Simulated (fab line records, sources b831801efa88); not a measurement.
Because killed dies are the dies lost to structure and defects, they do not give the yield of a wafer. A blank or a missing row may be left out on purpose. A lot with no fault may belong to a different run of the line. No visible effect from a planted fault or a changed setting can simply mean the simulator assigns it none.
What tool caused it? / flow gf180mcu / 18 wafers from 6 lots sampled at 2 of the route's 602 steps

WHAT THE GAUGES SHOWED, per wafer
GF_V2_THK_MEAS_03.
lot=L483; measured=day 21 00:32; on=film-metro-04; V2_CVD_02_THK (nm)=836 859 849
lot=L486; measured=day 22 01:33; on=film-metro-04; V2_CVD_02_THK (nm)=839 849 846
lot=L488; measured=day 22 16:54; on=film-metro-01; V2_CVD_02_THK (nm)=847 869 867
lot=L490; measured=day 23 09:47; on=film-metro-04; V2_CVD_02_THK (nm)=756 840 871
lot=L499; measured=day 26 08:28; on=film-metro-02; V2_CVD_02_THK (nm)=840 846 849
lot=L501; measured=day 26 16:39; on=film-metro-01; V2_CVD_02_THK (nm)=850 867 861

WHICH TOOL RAN EACH LOT (tool, then ch and the chambers of the sampled wafers, then the start)
lot=L483; GF_V2_CVD_02=pecvd-01 ch 1,2, day 21 00:28
lot=L486; GF_V2_CVD_02=pecvd-04 ch 0,1,2, day 22 01:29
lot=L488; GF_V2_CVD_02=pecvd-03 ch 1,2, day 22 16:49
lot=L490; GF_V2_CVD_02=pecvd-03 ch 0,1,2, day 23 09:43
lot=L499; GF_V2_CVD_02=pecvd-01 ch 0,1, day 26 08:25
lot=L501; GF_V2_CVD_02=pecvd-04 ch 0,1, day 26 16:35
- GF_V2_CVD_02: deposits SiO2 from TEOS, target thk 850 nm, time 94.851 s.

THE ANSWER, worked out from the rows above alone
Rule: what is usual is taken from the lots themselves. The widest of any qualifying gaps counts: lots, ordered by their means at a reading, are off when they make up no more than a third of the lots, leave a main group of 4 or more, and stand apart from it by 3 or more times the standard deviation of that group's means. The tables above print the reading to a certain number of digits; a main group whose means all agree to those digits is not used. A lot without any number at a reading at which 4 lots or more have one is off too. Where the step has rows for the other lots, those lots are counted as sound.
Off: L490, at GF_V2_THK_MEAS_03 (V2_CVD_02_THK). Mean 852 nm and standard deviation 7.1 in the main group.
A tool fits if, at a process step before that reading, it ran every lot that is off, and no sound lot after the first of them. Those tools and the gauges at GF_V2_THK_MEAS_03 are tried in the same way. This does not decide it: 2 tools fit, namely pecvd-03 at GF_V2_CVD_02 and film-metro-04 at GF_V2_THK_MEAS_03.

WHAT WAS PUT IN BY THE SIMULATOR
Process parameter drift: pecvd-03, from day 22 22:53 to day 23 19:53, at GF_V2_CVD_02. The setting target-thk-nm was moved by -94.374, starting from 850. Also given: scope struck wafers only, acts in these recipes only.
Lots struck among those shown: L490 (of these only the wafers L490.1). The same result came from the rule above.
